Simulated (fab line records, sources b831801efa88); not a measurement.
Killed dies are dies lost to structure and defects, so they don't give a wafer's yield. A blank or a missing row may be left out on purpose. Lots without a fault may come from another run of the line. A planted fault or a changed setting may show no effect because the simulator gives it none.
Chamber matching | flow sky130 | SKY_LI_CONTACT_ETCH_14 on rie_diel-03: 4 sister chambers
The step etches BARC in N2/H2, stops on SiO2, time 45.9 s, target depth 60 nm. 4 wafers are shown with their chamber, then 12 later ones without.

WAFERS WITH THEIR CHAMBER
wafer  | chamber | drypump_motor_current_A (A)
L084.2 | 3       | 6.4
L087.3 | 0       | 6.2
L087.4 | 1       | 5.9
L087.6 | 2       | 6.5

WAFERS WITHOUT THEIR CHAMBER
wafer  | drypump_motor_current_A (A)
L090.1 | 6.1
L090.2 | 6.3
L090.6 | 6.3
L091.1 | 6.1
L091.3 | 6.3
L091.4 | 6.5
L092.1 | 6.3
L092.4 | 5.9
L092.6 | 6.5
L093.1 | 5.9
L093.2 | 6.4
L093.4 | 6.4

WHICH CHAMBER EACH WENT THROUGH
wafer  | from the rows above          | in truth
L090.1 | can't be placed: 0 or 1      | 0
L090.2 | can't be placed: 0 or 3 or 2 | 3
L090.6 | can't be placed: 0 or 3 or 2 | 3
L091.1 | can't be placed: 0 or 1      | 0
L091.3 | can't be placed: 0 or 3 or 2 | 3
L091.4 | can't be placed: 2 or 3      | 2
L092.1 | can't be placed: 0 or 3 or 2 | 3
L092.4 | 1                            | 1
L092.6 | can't be placed: 2 or 3      | 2
L093.1 | 1                            | 1
L093.2 | can't be placed: 3 or 2      | 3
L093.4 | can't be placed: 3 or 2      | 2
Placed correctly: 2 of 12. Can't be placed from these rows: 10 (the true chamber is among the candidates in 10). Placed wrongly: 0.
How it was worked out, from the rows above alone: a wafer's distance from a chamber is the root of the sum, over the readings, of the square of ((its reading less the chamber's mean) divided by the reading's scatter). The wafer belongs to the nearest chamber; if the next one is less than 2 further off, it can't be placed. A chamber's mean is the mean of its shown wafers. The scatter: with one shown wafer a chamber, the root of the mean of the squares of how far each hidden wafer lies from its nearest shown one.
